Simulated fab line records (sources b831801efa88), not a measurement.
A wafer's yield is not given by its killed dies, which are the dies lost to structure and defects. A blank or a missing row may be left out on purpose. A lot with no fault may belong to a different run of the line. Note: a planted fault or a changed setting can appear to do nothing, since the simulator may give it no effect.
Which tool did it? | flow gf180mcu | 12 lots with 36 wafers sampled at 2 steps, on a route of 602 steps

## WHAT THE GAUGES SHOWED, per wafer
GF_HV_LDD_TW_MEAS_11. Usual: HV_LDD_TW typically reads 2409, with standard deviation 28.
lot  | measured     | on            | HV_LDD_TW      | flag
L395 | day 10 16:38 | film metro-04 | 2423 2440 2458 |
L397 | day 11 01:07 | film metro-01 | 2400 2397 2393 |
L399 | day 11 19:28 | film metro-04 | 2454 2453 2438 |
L400 | day 11 23:11 | film metro-04 | 2466 2443 2467 |
L402 | day 12 11:01 | film metro-02 | 2374 2360 2375 |
L403 | day 12 18:26 | film metro-01 | 2394 2402 2395 |
L406 | day 13 15:34 | film metro-02 | 2370 2376 2376 |
L407 | day 13 20:02 | film metro-02 | 2374 2393 2380 |
L409 | day 14 12:26 | film metro-04 | 2444 2442 2446 |
L414 | day 16 03:09 | film metro-01 | 2391 2396 2399 |
L416 | day 16 15:23 | film metro-04 | 2449 2430 2429 |
L417 | day 17 01:35 | film metro-04 | 2462 2444 2454 |

## WHICH TOOL RAN EACH LOT (tool, then ch and the chambers of the sampled wafers, then the start)
lot  | GF_HV_LDD_STRIP_10
L395 | plasma asher-02 ch 0,1, day 10 16:32
L397 | plasma asher-02 ch 0,1, day 11 01:02
L399 | plasma asher-02 ch 0,1, day 11 19:22
L400 | plasma asher-03 ch 0,1, day 11 23:05
L402 | plasma asher-01 ch 0,1, day 12 10:55
L403 | plasma asher-02 ch 0,1, day 12 18:20
L406 | plasma asher-01 ch 0,1, day 13 15:28
L407 | plasma asher-01 ch 0,1, day 13 19:56
L409 | plasma asher-02 ch 0,1, day 14 12:20
L414 | plasma asher-02 ch 0,1, day 16 03:02
L416 | plasma asher-02 ch 0,1, day 16 15:17
L417 | plasma asher-02 ch 0,1, day 17 01:29
- GF_HV_LDD_STRIP_10: strips in O2/N2.

## WHAT THE TOOLS THEMSELVES READ (means of the sampled wafers that have a number; where no wafer has one, the mark that the record gives instead)
GF_HV_LDD_STRIP_10. Usual: drypump motor current A 5.6 A, standard deviation 0.55; heater power w 331 W, standard deviation 33; oes product au 0.715 a.u., standard deviation 0.0048; strip time to endpoint s 12.65 s, standard deviation 0.038.
lot  | tool            | drypump motor current A (A) | heater power w (W) | oes product au (a.u.) | strip time to endpoint s (s) | flag
L395 | plasma asher-02 | 5.5                         | 316                | 0.711                 | 12.70                        |
L397 | plasma asher-02 | 5.5                         | 315                | 0.713                 | 12.62                        |
L399 | plasma asher-02 | 5.9                         | 327                | 0.715                 | 12.62                        |
L400 | plasma asher-03 | 5.9                         | 371                | 0.716                 | 12.62                        |
L402 | plasma asher-01 | 5.5                         | 314                | 0.718                 | 12.65                        |
L403 | plasma asher-02 | 5.5                         | 317                | 0.711                 | 12.75                        |
L406 | plasma asher-01 | 5.5                         | 315                | 0.718                 | 12.62                        |
L407 | plasma asher-01 | 5.1                         | 330                | 0.717                 | 12.65                        |
L409 | plasma asher-02 | 5.9                         | 330                | 0.719                 | 12.67                        |
L414 | plasma asher-02 | 5.5                         | 319                | 0.718                 | 12.64                        |
L416 | plasma asher-02 | 5.5                         | 317                | 0.719                 | 12.65                        |
L417 | plasma asher-02 | 5.9                         | 330                | 0.716                 | 12.63                        |

## THE ANSWER, worked out from the rows above alone
Rule: take the mean of a lot's wafers that have a number; if it is more than 3 standard deviations from the usual mean, the lot is off. A lot without any number at a reading at which 4 lots or more have one is off too. All remaining lots with rows at the step are treated as sound. After the gauges, taken in route order, come the tools' own readings; for these a lot's mean is taken, as printed above. The first step at which some lot is off is used, and at that step the reading that is off furthest; a lot without a number counts as furthest.
Across all readings shown, no lot is off: no conclusion can be drawn from this.

## WHAT THE SIMULATOR PUT IN
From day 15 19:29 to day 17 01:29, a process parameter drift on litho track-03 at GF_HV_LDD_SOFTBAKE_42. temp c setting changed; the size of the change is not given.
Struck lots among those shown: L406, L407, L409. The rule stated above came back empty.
